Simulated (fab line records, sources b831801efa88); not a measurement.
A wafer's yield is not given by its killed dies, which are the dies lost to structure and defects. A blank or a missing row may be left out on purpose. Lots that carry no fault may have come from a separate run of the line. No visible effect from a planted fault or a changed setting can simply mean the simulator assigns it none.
A single fault, viewed from 2 desks || flow sky130 || what lay behind the numbers comes last; until then each desk has only its own

## METROLOGY DESK
What the gauges read, lot by lot, whatever tool the lot ran on: means of the sampled wafers that have a number. Any lot whose mean is over 4 standard deviations away from the usual mean is out of limits and marked OUT; that distance is given in the brackets.
Columns: A = METAL2_ALCU_THK at SKY_METAL2_THK_MEAS_06, usual 250.6 nm
{"lot": "L405", "first seen here": "day 34 01:00", "A": 251.0}
{"lot": "L406", "first seen here": "day 34 20:20", "A": 249.8}
{"lot": "L409", "first seen here": "day 36 11:53", "A": 249.9}
{"lot": "L410", "first seen here": "day 36 16:20", "A": 250.3}
{"lot": "L413", "first seen here": "day 37 00:41", "A": 254.1}
{"lot": "L412", "first seen here": "day 37 06:07", "A": 248.7}
{"lot": "L414", "first seen here": "day 37 10:27", "A": 250.3}
{"lot": "L416", "first seen here": "day 37 21:17", "A": 248.9}
{"lot": "L417", "first seen here": "day 38 05:14", "A": 249.8}
{"lot": "L426", "first seen here": "day 40 22:54", "A": 248.4}
This desk's finding: nothing out of limits on any of the 10 lots.

## DESK OF THE TOOL OWNER: pvd_sputter-01
The tool's own readings at SKY_METAL4_SPUTTER_02 (material AlCu, target thk 735 nm, time 39.1 s): means of the sampled wafers that have a number, for each lot that ran on this tool. Any lot whose mean is over 4 standard deviations away from the usual mean is out of limits and marked OUT; that distance is given in the brackets.
Columns: A = throttle_valve_pct at SKY_METAL4_SPUTTER_02, usual 30.0 %
{"lot": "L406", "first seen here": "day 40 13:42", "A": 29.9}
{"lot": "L413", "first seen here": "day 42 13:26", "A": 31.0}
{"lot": "L412", "first seen here": "day 42 17:08", "A": 30.2}
{"lot": "L414", "first seen here": "day 42 21:05", "A": 31.2}
{"lot": "L416", "first seen here": "day 43 06:38", "A": 30.7}
This desk's finding: nothing out of limits on any of the 5 lots.

## ALL TOGETHER
The metrology desk saw nothing out of limits.
Nothing out of limits was seen by the tool owner's desk.

## WHAT HAD BEEN PUT IN BY THE SIMULATOR
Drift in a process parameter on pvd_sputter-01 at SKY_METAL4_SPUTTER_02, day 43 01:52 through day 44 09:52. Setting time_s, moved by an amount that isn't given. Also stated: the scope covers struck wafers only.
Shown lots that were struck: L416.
